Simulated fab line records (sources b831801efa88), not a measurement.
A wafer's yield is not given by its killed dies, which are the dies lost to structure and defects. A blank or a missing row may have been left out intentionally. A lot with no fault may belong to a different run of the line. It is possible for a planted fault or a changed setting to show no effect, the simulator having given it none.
Matching of chambers | flow gf180mcu | 4 sister chambers for GF_V4_CMP_26 on cmp-01
The step polishes, stops on SiO2, t overpolish 15 s, target thk 0 nm. 8 wafers are shown with their chamber, then 9 later ones without.

== WAFERS PAIRED WITH THEIR CHAMBERS ==
wafer  | chamber | motor current A (A) | head pressure psi (psi)
L241.3 | 3       | 10.5                | 3.504
L244.3 | 1       | 10.0                | 3.488
L244.6 | 3       | 10.9                | 3.506
L245.3 | 0       | 11.8                | 3.507
L245.5 | 0       | 12.2                | 3.504
L246.3 | 2       | 9.9                 | 3.509
L246.4 | 1       | 10.3                | 3.496
L246.6 | 2       | 10.8                | 3.506

== WAFERS WHOSE CHAMBER IS MISSING ==
wafer  | motor current A (A) | head pressure psi (psi)
L259.3 | 11.5                | 3.506
L259.4 | 10.4                | 3.512
L259.6 | 11.2                | 3.522
L260.1 | 10.1                | 3.506
L260.4 | 11.5                | 3.503
L260.6 | 10.0                | 3.497
L262.2 | 11.0                | 3.502
L262.5 | 11.4                | 3.509
L262.6 | 11.4                | 3.491

== CHAMBER TAKEN BY EACH ==
wafer  | from the rows above          | in truth
L259.3 | can't be placed: 0 or 3 or 2 | 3
L259.4 | can't be placed: 2 or 3      | 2
L259.6 | can't be placed: 2 or 3 or 0 | 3
L260.1 | can't be placed: 2 or 3      | 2
L260.4 | can't be placed: 0 or 3 or 2 | 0
L260.6 | can't be placed: 1 or 3 or 2 | 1
L262.2 | can't be placed: 3 or 2 or 0 | 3
L262.5 | can't be placed: 0 or 3 or 2 | 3
L262.6 | can't be placed: 1 or 3 or 0 | 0
Correct placement for 0 of the 9. Not placeable from these rows: 9 (in 9, the candidates include the true chamber). 0 placed wrongly.
How it was worked out, from the rows above alone: a wafer's distance from a chamber is the root of the sum, over the readings, of the square of ((its reading less the chamber's mean) divided by the reading's scatter). The wafer belongs to the nearest chamber; if the next one is less than 2 further off, it can't be placed. Each chamber's mean is taken over the wafers shown for it. The scatter: take each reading less its chamber's mean, square it, sum over the shown wafers, divide by the number of wafers less the number of chambers, and take the root.
